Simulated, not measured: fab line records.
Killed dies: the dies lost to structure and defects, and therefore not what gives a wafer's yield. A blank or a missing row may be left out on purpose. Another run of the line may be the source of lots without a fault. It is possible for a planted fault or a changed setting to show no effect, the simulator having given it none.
A struck lot beside a sound one | flow gf180mcu | 15 steps out of a route of 602
Sound: the wafers L949.1, L949.3, L949.5. Struck: wafers L956.1, L956.2, L956.5. The cause is named last.
For every step that has rows: the tool of each side, followed by ch and its chambers, followed by its first start. Under that, the readings that differ: sound wafers | struck wafers | difference of the means | sigmas: that difference in standard deviations of wafers without a fault.
alike: words and numbers the same on both sides, and readings whose means are apart by under 2 such deviations; not compared: readings that were withheld, readings missing a value for some wafer, numbers with overlapping values and no deviation given by the record, and bounds like >300 which may hide the same value.
Wherever a step has rows on one side only, a row that says differs or no value, or a row with sigmas, the two part there. When numbers do not overlap yet have no deviation, they are printed without sigmas and do not part them. A reading missing from all wafers of one side parts the sides only when that side holds two or more wafers.

first, 3 steps without rows for these wafers: GF_MVSD_EXPOSE_04 (exposes mask MVSD, target cd 1000 nm); GF_MVSD_PEB_05; GF_MVSD_DEVELOP_06 (develop time 60 s).
GF_MVSD_OVL_MEAS_07:
  struck on overlay-01, day 7 03:43; sound on overlay-01, day 5 07:43
  alike: MVSD_OVL
then, 2 steps without rows for these wafers: GF_MVSD_IMPLANT_08; GF_MVSD_IMPLANT_09.
GF_MVSD_STRIP_10: strips in O2/N2.
  sound on plasma_asher-02 ch 0,1, day 5 08:02; struck on plasma_asher-01 ch 0,1, day 7 04:02
  reading                      | sound             | struck            | difference | sigmas
  strip_time_to_endpoint_s (s) | 36.73 36.72 36.89 | 37.14 37.07 37.17 | +0.35      | +3
  alike: drypump_motor_current_A, heater_power_w, oes_product_au
  not compared: rf_hours_counter_h
GF_MVSD_TW_MEAS_11:
  struck on film_metro-02, day 7 04:08; sound on film_metro-02, day 5 08:08
  alike: MVSD_TW
then, 4 steps without rows for these wafers: GF_MVPSD_DEHYDRATE_00 (time 60 s); GF_MVPSD_HMDS_01 (prime time 60 s); GF_MVPSD_COAT_02 (resist thk 3000 nm); GF_MVPSD_SOFTBAKE_03.
GF_MVPSD_EXPOSE_04: exposes mask MVPSD, target cd 1000 nm.
  sound on iline_stepper-01 ch 0, day 5 15:50; struck on iline_stepper-01 ch 0, day 7 11:45
  reading              | sound                | struck               | difference | sigmas
  exposure_dose_mJ_cm2 | 260.05 260.01 260.39 | 225.09 225.24 225.49 | -34.88     | -99 or more
  alike: mask
next, for these wafers, 1 step has no rows: GF_MVPSD_PEB_05.
GF_PASSIVATION_PROBE_99:
  sound wafers here have rows in the record (prober-02, day 30 10:44); struck ones have none

## WHERE THEY PART
Last at GF_PASSIVATION_PROBE_99 as far as this record goes, first at GF_MVSD_STRIP_10.

WHY: the cause the simulator had injected
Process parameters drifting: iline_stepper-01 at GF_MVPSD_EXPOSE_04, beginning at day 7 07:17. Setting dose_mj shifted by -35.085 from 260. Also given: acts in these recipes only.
